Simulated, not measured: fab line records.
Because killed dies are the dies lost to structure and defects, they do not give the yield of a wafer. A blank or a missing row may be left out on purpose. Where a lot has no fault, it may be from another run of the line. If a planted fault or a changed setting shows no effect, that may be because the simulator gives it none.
Comparing a struck lot with a sound one :: flow gf180mcu :: 20 steps out of a route of 602
Sound: wafers L486.1, L486.4, L486.5. Struck: wafers L497.4, L497.5, L497.6. At the end, the cause is stated.
At each step with rows: each side's tool, then ch and its chambers, then its first start. Under that, the readings that differ: sound wafers :: struck wafers :: difference of the means :: sigmas: that difference in standard deviations of wafers without a fault.
alike: readings with means less than 2 such deviations apart, plus words and numbers identical on both sides. not compared: withheld readings, readings lacking a value on some wafer, bounds such as >300 that could conceal the same value, and numbers that have no deviation in the record and whose values overlap.
The two part at a step that has a row with sigmas, a row that says differs or no value, or rows on one side only. Non-overlapping numbers with no deviation appear without sigmas and do not part them. Lack of a reading on every wafer of one side parts them only where that side has two or more wafers.

first, 1 step without rows for these wafers: GF_V2_CVD_00 (deposits SiO2, target thk 600 nm, time 100 s).
GF_V2_THK_MEAS_01:
  struck on film-metro-01, day 23 21:25; sound on film-metro-02, day 19 20:07
  alike: V2_CVD_00_THK
GF_V2_CVD_02: deposits SiO2 from TEOS, target thk 850 nm, time 94.851 s.
  sound on pecvd-01 ch 0,1,2, day 19 20:11; struck on pecvd-01 ch 0,1,2, day 23 21:29
  alike: heater-power-w
GF_V2_THK_MEAS_03:
  struck on film-metro-02, day 23 21:32; sound on film-metro-02, day 19 20:15
  alike: V2_CVD_02_THK
GF_V2_CMP_04: polishes SiO2.
  sound on cmp-02 ch 1,2,3, day 19 20:22; struck on cmp-01 ch 0,1, day 23 21:34
reading: time-to-endpoint-s (s)
sound: 76 83 71
struck: 95 93 87
difference: +15
sigmas: +2
  alike: motor-current-A
GF_V2_BOW_MEAS_05:
  struck on film-metro-04, day 23 21:56; sound on film-metro-02, day 19 20:37
  alike: V2_BOW
then, 6 steps without rows for these wafers: GF_V2_DEHYDRATE_06 (time 60 s); GF_V2_HMDS_07 (prime time 60 s); GF_V2_COAT_08; GF_V2_COAT_09 (resist thk 1000 nm); GF_V2_SOFTBAKE_10 (time 60 s); GF_V2_EXPOSE_11 (exposes mask Via2, target cd 260 nm).
GF_V2_PEB_12: peb time 90 s.
  sound on litho-track-04 ch 0, day 20 21:06; struck on litho-track-01 ch 0, day 24 20:03
reading: heater-power-total-W (W)
sound: 85.73 85.81 85.77
struck: 90.08 90.12 90.25
difference: +4.38
sigmas: +50
then, 1 step without rows for these wafers: GF_V2_DEVELOP_13 (develop time 60 s).
GF_V2_CD_MEAS_14 targets a cd of 260 nm.
  struck on cd-sem-01, day 24 20:22; sound on cd-sem-02, day 20 21:27
reading: cd-nm (nm)
sound: 261.3 261.2 261.2
struck: 257.4 257.5 257.1
difference: -3.9
sigmas: -4
GF_V2_OVL_MEAS_15:
  struck on overlay-01, day 24 20:26; sound on overlay-01, day 20 21:34
  alike: V2_OVL
GF_V2_ETCH_16: etches BARC in N2/H2.
  sound on rie-diel-03 ch 0,1,2, day 20 21:36; struck on rie-diel-02 ch 1,2, day 24 20:28
reading: model.V2.cd-nm (nm)
sound: 262.4 260.9 262.5
struck: 258 257.3 258.3
difference: -4
sigmas: 
  alike: drypump-motor-current-A, oes-product-au, throttle-valve-pct
GF_V2_ETCH_17: etches SiO2 in C4F8/O2/Ar, stops on TiN, target depth 630 nm.
  sound on rie-diel-03 ch 0,1,2; struck on rie-diel-02 ch 1,2
reading: model.V2.cd-nm (nm)
sound: 262.5 261 263.3
struck: 257.8 256.2 258
difference: -4.9
sigmas: 
  alike: oes-product-au
GF_V2_STRIP_18: strips in O2/N2.
  sound on plasma-asher-01 ch 0,1, day 20 21:44; struck on plasma-asher-01 ch 0,1, day 24 20:37
  alike: drypump-motor-current-A, heater-power-w, o2-flow-sccm, oes-product-au
  not compared: rf-hours-counter-h
-- the record jumps here: 8 days lie between the struck wafers' starts before and after (it left off in module V2 and takes up again in module PASSIVATION, whose first step shown is number 602 of the route) --
GF_PASSIVATION_PROBE_99:
  record: rows for the struck wafers here (prober-01, day 32 14:32), none for the sound ones

WHERE THEY PART
Earliest at GF_V2_CMP_04; latest, in this record, at GF_PASSIVATION_PROBE_99.

WHY: whatever the simulator had introduced
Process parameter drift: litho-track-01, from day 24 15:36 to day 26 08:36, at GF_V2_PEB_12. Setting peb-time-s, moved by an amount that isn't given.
